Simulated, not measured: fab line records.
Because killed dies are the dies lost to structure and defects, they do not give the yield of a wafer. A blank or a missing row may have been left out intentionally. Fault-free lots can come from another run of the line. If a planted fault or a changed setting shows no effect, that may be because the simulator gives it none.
A struck lot beside a sound one ; flow gf180mcu ; 19 steps out of a route of 602
Sound: the wafers L412.2, L412.4, L412.5. The struck wafers were L402.1, L402.2, L402.3. Last of all comes the cause.
At each step with rows: each side's tool, then ch and its chambers, then its first start. Under that, the readings that differ: sound wafers ; struck wafers ; difference of the means ; sigmas: that difference in standard deviations of wafers without a fault.
alike: readings with means less than 2 such deviations apart, plus words and numbers identical on both sides. not compared: withheld readings, readings lacking a value on some wafer, bounds such as >300 that could conceal the same value, and numbers that have no deviation in the record and whose values overlap.
Wherever a step has rows on one side only, a row that says differs or no value, or a row with sigmas, the two part there. When numbers do not overlap yet have no deviation, they are printed without sigmas and do not part them. A reading missing from all wafers of one side parts the sides only when that side holds two or more wafers.

first, 2 steps without rows for these wafers: GF_VT_IMPLANT_PEB_16; GF_VT_IMPLANT_DEVELOP_17 (develop time 60 s).
GF_VT_IMPLANT_OVL_MEAS_18:
  sound: overlay-01 at day 10 20:38; struck: overlay-02 at day 8 11:55
  alike: VT_IMPLANT_01_OVL
following that, these wafers have no rows for 1 step: GF_VT_IMPLANT_IMPLANT_19.
GF_VT_IMPLANT_STRIP_20: strips in O2/N2.
  sound on plasma-asher-03 ch 0,1, day 10 20:49; struck on plasma-asher-01 ch 0,1, day 8 12:07
  alike: drypump-motor-current-A, heater-power-w, oes-product-au, strip-time-to-endpoint-s
  not compared: rf-hours-counter-h
GF_VT_IMPLANT_TW_MEAS_21:
  sound: film-metro-03 at day 10 20:56; struck: film-metro-03 at day 8 12:13
  alike: VT_IMPLANT_2_TW
then, 6 steps without rows for these wafers: GF_VT_IMPLANT_DEHYDRATE_22 (time 60 s); GF_VT_IMPLANT_HMDS_23 (prime time 60 s); GF_VT_IMPLANT_COAT_24 (resist thk 1000 nm); GF_VT_IMPLANT_SOFTBAKE_25 (time 60 s); GF_VT_IMPLANT_EXPOSE_26 (exposes mask LVPWELL HV AREA, target cd 860 nm); GF_VT_IMPLANT_PEB_27.
GF_VT_IMPLANT_DEVELOP_28: develop time 60 s.
  sound on litho-track-02 ch 0, day 11 14:51; struck on litho-track-01 ch 0, day 9 04:02
  alike: chill-plate-temp-C
GF_VT_IMPLANT_OVL_MEAS_29:
  sound: overlay-01 at day 11 14:59; struck: overlay-01 at day 9 04:11
reading;sound;struck;difference;sigmas
VT_IMPLANT_02_OVL (nm);-0.3 0.1 0.1;- - -;no value on the struck wafers;
following that, these wafers have no rows for 1 step: GF_VT_IMPLANT_IMPLANT_30.
GF_VT_IMPLANT_STRIP_31: strips in O2/N2.
  sound on plasma-asher-01 ch 0,1, day 11 15:10; struck on plasma-asher-03 ch 0,1, day 9 04:31
  alike: drypump-motor-current-A, heater-power-w, oes-product-au, strip-time-to-endpoint-s
  not compared: rf-hours-counter-h
GF_VT_IMPLANT_TW_MEAS_32:
  sound: film-metro-04 at day 11 15:17; struck: film-metro-04 at day 9 04:37
reading;sound;struck;difference;sigmas
VT_IMPLANT_3_TW;263.3 264.4 263.3;29.6 29.7 29.5;-234.1;-94
then, 1 step without rows for these wafers: GF_VT_IMPLANT_DEHYDRATE_33 (time 60 s).
-- a jump in the record: the struck wafers' starts before and after are 22 days apart (it breaks off in module VT_IMPLANT and resumes in module PASSIVATION, where the first step shown is number 602 of the route) --
GF_PASSIVATION_PROBE_99:
  the record has rows for the struck wafers here (prober-02, day 31 08:43) and none for the sound ones

== WHERE THEY PART ==
Last at GF_PASSIVATION_PROBE_99 as far as this record goes, first at GF_VT_IMPLANT_OVL_MEAS_29.

WHY: whatever the simulator had introduced
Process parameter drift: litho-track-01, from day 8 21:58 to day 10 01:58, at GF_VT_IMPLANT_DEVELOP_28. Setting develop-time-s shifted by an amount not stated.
